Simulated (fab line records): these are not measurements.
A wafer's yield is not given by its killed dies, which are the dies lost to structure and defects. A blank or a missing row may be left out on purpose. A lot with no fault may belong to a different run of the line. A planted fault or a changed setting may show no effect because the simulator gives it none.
A struck lot beside a sound one | flow sky130 | 15 steps out of a route of 708
Sound: these wafers, L268.1, L268.2, L268.6. The struck wafers were L278.3, L278.4, L278.6. The cause is named last.
Per side, at each step with rows, come the tool, then ch with its chambers, and then its first start. Under that, the readings that differ: sound wafers | struck wafers | difference of the means | sigmas: that difference in standard deviations of wafers without a fault.
alike: same words and numbers on both sides, and readings whose means sit less than 2 such deviations apart. not compared: any withheld reading, any reading some wafer has no value for, any bound like >300 that may hide the same value, and any number with overlapping values for which the record gives no deviation.
The two part at a step that has a row with sigmas, a row that says differs or no value, or rows on one side only. When numbers do not overlap yet have no deviation, they are printed without sigmas and do not part them. A reading that every wafer of one side lacks parts them only if that side has two wafers or more.

SKY_RES_XHIGH_TW_MEAS_09:
  sound on filmMetro-02, day 28 06:49; struck on filmMetro-03, day 32 09:49
  alike: RES_XHIGH_TW
then, 7 steps without rows for these wafers: SKY_SD_N_DEHYDRATE_00 (time 60 s); SKY_SD_N_HMDS_01 (prime time 60 s); SKY_SD_N_COAT_02 (resist thk 1140 nm); SKY_SD_N_SOFTBAKE_03 (time 60 s); SKY_SD_N_EXPOSE_04 (exposes mask NSDM, target cd 380 nm); SKY_SD_N_PEB_05; SKY_SD_N_DEVELOP_06 (develop time 60 s).
SKY_SD_N_CD_MEAS_07: the cd target is 380 nm.
  sound on cdSem-02, day 29 12:33; struck on cdSem-01, day 33 16:01
  alike: cdNm
SKY_SD_N_OVL_MEAS_08:
  sound on overlay-01, day 29 12:40; struck on overlay-02, day 33 16:07
  alike: SD_N_OVL
then, 2 steps without rows for these wafers: SKY_SD_N_IMPLANT_09; SKY_SD_N_IMPLANT_10.
SKY_SD_N_STRIP_11: strips in O2/N2.
  sound on plasmaAsher-04 ch 0,1, day 29 13:01; struck on plasmaAsher-04 ch 0,1, day 33 16:28
reading                  | sound             | struck            | difference | sigmas
oesProductAu (a.u.)      | 0.527 0.520 0.532 | 0.577 0.583 0.576 | +0.052     | +11
stripTimeToEndpointS (s) | 22.57 22.55 22.58 | 19.33 19.30 19.29 | -3.26      | -69
  alike: drypumpMotorCurrentA
  not compared: rfHoursCounterH
SKY_SD_N_TW_MEAS_12:
  sound on filmMetro-02, day 29 13:07; struck on filmMetro-01, day 33 16:34
  alike: SD_N_TW
SKY_PAD_OPEN_PROBE_99:
  sound wafers here have rows in the record (prober-01, day 47 15:36); struck ones have none

== WHERE THEY PART ==
First at SKY_SD_N_STRIP_11; last, within this record, at SKY_PAD_OPEN_PROBE_99.

WHY: what the simulator had put in
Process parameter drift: plasmaAsher-04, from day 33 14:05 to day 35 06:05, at SKY_SD_N_STRIP_11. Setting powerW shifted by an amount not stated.
